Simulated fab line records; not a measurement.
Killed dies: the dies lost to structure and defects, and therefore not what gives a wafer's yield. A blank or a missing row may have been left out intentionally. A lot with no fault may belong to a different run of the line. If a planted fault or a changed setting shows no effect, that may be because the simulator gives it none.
Matching of chambers ; flow sfq line ; SFQ_TRILAYER_I6_CMP_CMP_166 on cmp-02: 4 sister chambers
The step polishes SiO2. 19 wafers are shown with their chamber, then 9 later ones without.

## WAFERS WITH THEIR CHAMBER
wafer;chamber;motor current A (A);time to endpoint s (s)
L738.4;1;10.6;209
L738.5;1;10.5;212
L738.6;0;10.3;207
L739.1;3;11.1;217
L739.4;2;9.8;215
L739.6;0;9.5;218
L740.5;0;10.2;218
L742.5;2;10.0;210
L743.1;1;10.2;206
L743.2;3;10.6;205
L752.1;3;11.0;221
L752.5;2;9.8;217
L752.6;1;11.0;224
L754.4;3;10.9;212
L754.3;1;9.9;207
L754.5;0;10.5;215
L756.4;1;9.9;212
L756.5;2;10.0;210
L756.6;1;10.5;209

SIGNATURES (averages over the wafers above)
reading;chamber 0;chamber 1;chamber 2;chamber 3;scatter within a chamber
motor current A;10.125;10.371;9.900;10.900;0.337
time to endpoint s;214.50;211.29;213.00;213.75;5.66
Rule: a wafer lies at a distance from a chamber equal to the root of the sum of squares, over the readings, of (its reading less the chamber's mean, divided by the reading's scatter). If the next closest chamber is less than 2 further off than the closest, the wafer can't be placed; otherwise it belongs to the closest. How the scatter is found: for the shown wafers, subtract from each reading the mean of its chamber, square and add these, divide the total by (wafers less chambers), then take the root.

## WAFERS WHOSE CHAMBER IS MISSING
wafer;motor current A (A);time to endpoint s (s)
L758.1;10.4;210
L758.4;10.1;217
L758.6;10.6;211
L759.1;10.2;203
L759.5;10.3;209
L759.6;9.3;211
L760.2;10.0;210
L760.4;9.7;218
L760.5;9.9;214

## CHAMBER TAKEN BY EACH
wafer;from the rows above;in truth
L758.1;can't be placed: 1 or 0 or 2 or 3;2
L758.4;can't be placed: 0 or 2 or 1 or 3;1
L758.6;can't be placed: 1 or 3 or 0 or 2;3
L759.1;can't be placed: 1 or 2 or 0 or 3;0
L759.5;can't be placed: 1 or 0 or 2 or 3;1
L759.6;can't be placed: 2 or 0 or 1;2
L760.2;can't be placed: 2 or 0 or 1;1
L760.4;can't be placed: 2 or 0 or 1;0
L760.5;can't be placed: 2 or 0 or 1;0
Correctly placed: 0 of 9. Not placeable from these rows: 9 (in 9, the candidates include the true chamber). 0 placed wrongly.
